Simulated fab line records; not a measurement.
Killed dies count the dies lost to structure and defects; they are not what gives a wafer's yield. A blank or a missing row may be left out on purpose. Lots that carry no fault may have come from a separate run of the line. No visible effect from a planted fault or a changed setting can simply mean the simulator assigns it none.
A lot that was struck, set against a sound lot :: flow sky130 :: 43 steps out of a route of 708
Sound: these wafers, L624.1, L624.3, L624.4. Struck: wafer L636.5. (L636.3, L636.4 of the same lot were not struck and are left out.) The cause comes at the end.
For every step that has rows: the tool of each side, followed by ch and its chambers, followed by its first start. Under that, the readings that differ: sound wafers :: struck wafers :: difference of the means :: sigmas: that difference in standard deviations of wafers without a fault.
alike: same words and numbers on both sides, and readings whose means sit less than 2 such deviations apart. not compared: any withheld reading, any reading some wafer has no value for, any bound like >300 that may hide the same value, and any number with overlapping values for which the record gives no deviation.
A row with sigmas, a row that says differs or no value, or rows on one side alone: a step with any of these is where the two part. Numbers that don't overlap but have no deviation are shown without sigmas and don't part them. A reading missing from all wafers of one side parts the sides only when that side holds two or more wafers.

first, 3 steps without rows for these wafers: SKY_METAL1_EXPOSE_12 (exposes mask MM1, target cd 140 nm); SKY_METAL1_PEB_13; SKY_METAL1_DEVELOP_14 (develop time 60 s).
SKY_METAL1_CD_MEAS_15: target cd 140 nm.
  sound on cd sem-02, day 33 10:23; struck on cd sem-01, day 37 08:01
  alike: cd nm
SKY_METAL1_OVL_MEAS_16:
  sound on overlay-01, day 33 10:30; struck on overlay-02, day 37 08:07
  alike: METAL1_OVL
SKY_METAL1_DESCUM_17: chemistry O2, time 8 s.
  sound on rie metal-03 ch 0, day 33 10:32; struck on rie metal-04 ch 0, day 37 08:08
  alike: drypump motor current A, oes product au, temp c
  not compared: rf hours counter h
then, 1 step without rows for these wafers: SKY_METAL1_ETCH_18 (etches BARC in N2/H2, stops on SiO2, time 45.9 s, target depth 60 nm).
SKY_METAL1_METAL_ETCH_19: etches the open film in Cl2/BCl3, stops on SiO2, target depth 360 nm, time 78 s.
  sound on rie metal-03 ch 0, day 33 10:43; struck on rie metal-04 ch 0, day 37 08:16
  alike: drypump motor current A, oes product au, throttle valve pct
  not compared: rf hours counter h
SKY_METAL1_STRIP_20: strips in O2/N2.
  sound on plasma asher-01 ch 0,1, day 33 10:54; struck on plasma asher-01 ch 0, day 37 08:21
reading: strip time to endpoint s (s)
sound: 2.70 2.69 2.67
struck: 2.55
difference: -0.14
sigmas: -3
  alike: drypump motor current A, oes product au
  not compared: rf hours counter h
then, 3 steps without rows for these wafers: SKY_METAL1_STRIP_21 (strips in post etch residue remover, time 1200 s); SKY_METAL1_CLEAN_22 (cleans in IPA, time 180 s); SKY_METAL1_CLEAN_23 (cleans in O3/DIW).
SKY_VIA1_HDPCVD_00: deposits SiO2, target thk 1030 nm, time 171.7 s.
  sound on hdpcvd-02 ch 0,2, day 33 11:34; struck on hdpcvd-02 ch 2, day 37 08:55
  alike: pressure mtorr
SKY_VIA1_THK_MEAS_01:
  sound on film metro-03, day 33 11:40; struck on film metro-03, day 37 09:02
  alike: VIA1_HDPCVD_THK
then, 1 step without rows for these wafers: SKY_VIA1_CMP_02 (polishes SiO2).
SKY_VIA1_BOW_MEAS_03:
  sound on film metro-04, day 33 12:02; struck on film metro-01, day 37 09:40
  alike: VIA1_BOW
then, 8 steps without rows for these wafers: SKY_VIA1_DEHYDRATE_04 (time 60 s); SKY_VIA1_HMDS_05 (prime time 60 s); SKY_VIA1_COAT_06 (resist thk 60 nm); SKY_VIA1_COAT_07 (resist thk 450 nm); SKY_VIA1_SOFTBAKE_08 (time 90 s); SKY_VIA1_EXPOSE_09 (exposes mask VIM, target cd 150 nm); SKY_VIA1_PEB_10; SKY_VIA1_DEVELOP_11 (develop time 60 s).
SKY_VIA1_CD_MEAS_12: target cd 150 nm.
  sound on cd sem-02, day 34 14:35; struck on cd sem-02, day 38 11:13
  alike: cd nm
SKY_VIA1_OVL_MEAS_13:
  sound on overlay-01, day 34 14:42; struck on overlay-02, day 38 11:18
  alike: VIA1_OVL
then, 2 steps without rows for these wafers: SKY_VIA1_ETCH_14 (etches BARC in N2/H2, stops on SiO2, time 45.9 s, target depth 60 nm); SKY_VIA1_ETCH_15 (etches SiO2 in C4F8/O2/Ar, stops on TiN, target depth 351 nm, time 54 s).
SKY_VIA1_STRIP_16: strips in O2/N2.
  sound on plasma asher-03 ch 0,1, day 34 14:49; struck on plasma asher-02 ch 0, day 38 11:26
  alike: drypump motor current A, oes product au, strip time to endpoint s
  not compared: rf hours counter h
then, 5 steps without rows for these wafers: SKY_VIA1_STRIP_17 (strips in post etch residue remover, time 1200 s); SKY_VIA1_CLEAN_18 (cleans in IPA, time 180 s); SKY_VIA1_CLEAN_19 (cleans in O3/DIW); SKY_VIA1_SPUTTER_20 (material TiN, target thk 20 nm, time 80 s); SKY_VIA1_CVD_21 (deposits W, target thk 270 nm, time 80.902 s).
SKY_VIA1_RS_MEAS_22: the measuring method here is four-point-probe.
  sound on film metro-04, day 34 15:34; struck on film metro-04, day 38 12:12
  alike: VIA1_W_RS
SKY_VIA1_THK_MEAS_23: measures by xrf.
  sound on film metro-04, day 34 15:41; struck on film metro-04, day 38 12:18
  alike: VIA1_W_THK
then, 5 steps without rows for these wafers: SKY_VIA1_CMP_24 (polishes, stops on SiO2, t overpolish 15 s, target thk 0 nm); SKY_METAL2_SPUTTER_00 (material Ti, target thk 15 nm, time 10 s); SKY_METAL2_SPUTTER_01 (material TiN, target thk 20 nm, time 16.7 s); SKY_METAL2_SPUTTER_02 (material AlCu, target thk 250 nm, time 13.3 s); SKY_METAL2_SPUTTER_03 (material Ti, target thk 5 nm, time 3.3 s).
SKY_METAL2_SPUTTER_04: material TiN, target thk 70 nm, time 58.3 s.
  sound on pvd sputter-01, day 34 16:09; struck on pvd sputter-03, day 38 12:44
reading: throttle valve pct (%)
sound: 30.8 31.3 30.2
struck: 29.4
difference: -1.4
sigmas: -2
-- the record jumps here: 11 days lie between the struck wafers' starts before and after (it left off in module METAL2 and takes up again in module PAD_OPEN, whose first step shown is number 708 of the route) --
SKY_PAD_OPEN_PROBE_99:
  sound on prober-02, day 46 05:48; struck on prober-01, day 49 04:01
reading: defect limited yield (%)
sound: 83.5 82.5
struck: 70.5
difference: -12.5
sigmas: -7

reading: killed_at_M0_to_M3
sound: 37 42
struck: 98
difference: +58
sigmas: +9

reading: killed dies
sound: 81 86
struck: 145
difference: +62
sigmas: +7

reading: killed on rim
sound: 18 17
struck: 25
difference: +8
sigmas: +2

reading: sort_bin_3_pad_short (%)
sound: 0.8 1.0
struck: 2.4
difference: +1.5
sigmas: +4

reading: sort_bin_5_function (%)
sound: 8.7 10.2
struck: 19.7
difference: +10.2
sigmas: +7

reading: sort n pass
sound: 411 406
struck: 347
difference: -62
sigmas: -7

reading: sort yield pct (%)
sound: 83.5 82.5
struck: 70.5
difference: -12.5
sigmas: -7

reading: model.etest.tester.sort n pass
sound: 411 406
struck: 347
difference: -62
sigmas: 

reading: model.etest.tester.sort yield pct (%)
sound: 83.54 82.52
struck: 70.53
difference: -12.50
sigmas: 

reading: model.etest.tester.sort_bin_5_pct (%)
sound: 8.74 10.16
struck: 19.72
difference: +10.27
sigmas: 

reading: model.etest.tester.sort_bin_3_pct (%)
sound: 0.813 1.016
struck: 2.439
difference: +1.525
sigmas: 
  alike: killed_at_M4_up, killed at contacts, killed at front end, killed at other, killed open, killed short, sort_bin_6_memory

WHERE THEY PART
Last at SKY_PAD_OPEN_PROBE_99 as far as this record goes, first at SKY_METAL1_STRIP_20.

WHY: the cause the simulator had injected
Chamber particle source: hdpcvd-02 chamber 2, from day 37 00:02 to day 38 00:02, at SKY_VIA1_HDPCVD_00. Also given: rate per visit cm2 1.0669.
